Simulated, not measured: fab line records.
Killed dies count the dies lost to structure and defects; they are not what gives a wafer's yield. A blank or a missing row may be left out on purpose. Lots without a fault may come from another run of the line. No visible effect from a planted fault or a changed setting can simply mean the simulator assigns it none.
A lot that was struck, set against a sound lot | flow sky130 | 14 out of 708 route steps
Sound: wafers L288.1, L288.4, L288.5. The struck wafers were L301.1, L301.5, L301.6. Last of all comes the cause.
Per side, at each step with rows, come the tool, then ch with its chambers, and then its first start. Under that, the readings that differ: sound wafers | struck wafers | difference of the means | sigmas: that difference in standard deviations of wafers without a fault.
alike: readings with means less than 2 such deviations apart, plus words and numbers identical on both sides. not compared: withheld readings, readings lacking a value on some wafer, bounds such as >300 that could conceal the same value, and numbers that have no deviation in the record and whose values overlap.
A row with sigmas, a row that says differs or no value, or rows on one side alone: a step with any of these is where the two part. Numbers that have no deviation but don't overlap get no sigmas and don't part them. Lack of a reading on every wafer of one side parts them only where that side has two or more wafers.

first, 3 steps without rows for these wafers: SKY_SONOS_TUNNEL_EXPOSE_04 (exposes mask TUNM, target cd 410 nm); SKY_SONOS_TUNNEL_PEB_05; SKY_SONOS_TUNNEL_DEVELOP_06 (develop time 60 s).
SKY_SONOS_TUNNEL_CD_MEAS_07: target cd 410 nm.
  struck on cdSem-01, day 19 10:56; sound on cdSem-02, day 13 09:22
  alike: cdNm
SKY_SONOS_TUNNEL_OVL_MEAS_08:
  struck on overlay-01, day 19 11:03; sound on overlay-01, day 13 09:29
  alike: SONOS_TUNNEL_OVL
then, 3 steps without rows for these wafers: SKY_SONOS_TUNNEL_IMPLANT_09; SKY_SONOS_TUNNEL_WET_ETCH_10 (etches SiO2 in dHF, target depth 14 nm, time 280 s); SKY_SONOS_TUNNEL_STRIP_11 (strips in SPM, time 600 s).
SKY_SONOS_TUNNEL_TW_MEAS_12:
  struck on filmMetro-03, day 19 11:31; sound on filmMetro-02, day 13 09:56
  alike: SONOS_TUNNEL_TW
then, 2 steps without rows for these wafers: SKY_SONOS_TUNNEL_CLEAN_13 (cleans in dHF, time 20 s); SKY_SONOS_ONO_OXIDATION_00 (stabilise 600 s, purge 300 s, target thk 2.6 nm).
SKY_SONOS_ONO_THK_MEAS_01:
  struck on filmMetro-03, day 19 13:30; sound on filmMetro-03, day 13 12:51
  alike: SONOS_ONO_OXIDATION_THK
SKY_SONOS_ONO_CVD_02: deposits Si3N4 from DCS/NH3, target thk 10.5 nm, time 180 s.
  sound on lpcvd-02 ch 0, day 13 13:17; struck on lpcvd-02 ch 1, day 19 13:34
  no value came back on the struck wafers for pressureMtorr (mTorr), spikeTcBottomC (C), spikeTcLowerC (C), zonePowerUpperPct (%); on the sound wafers pressureMtorr (mTorr) reads 250.6 250.2 250.2
after that, 1 step had no rows for these wafers: SKY_PAD_OPEN_PROBE_99.

WHERE THEY PART
Only at SKY_SONOS_ONO_CVD_02, as far as this record shows.

WHY: whatever the simulator had introduced
Entire step skipped (lpcvd-02, SKY_SONOS_ONO_CVD_02), from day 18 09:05 onward. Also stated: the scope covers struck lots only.
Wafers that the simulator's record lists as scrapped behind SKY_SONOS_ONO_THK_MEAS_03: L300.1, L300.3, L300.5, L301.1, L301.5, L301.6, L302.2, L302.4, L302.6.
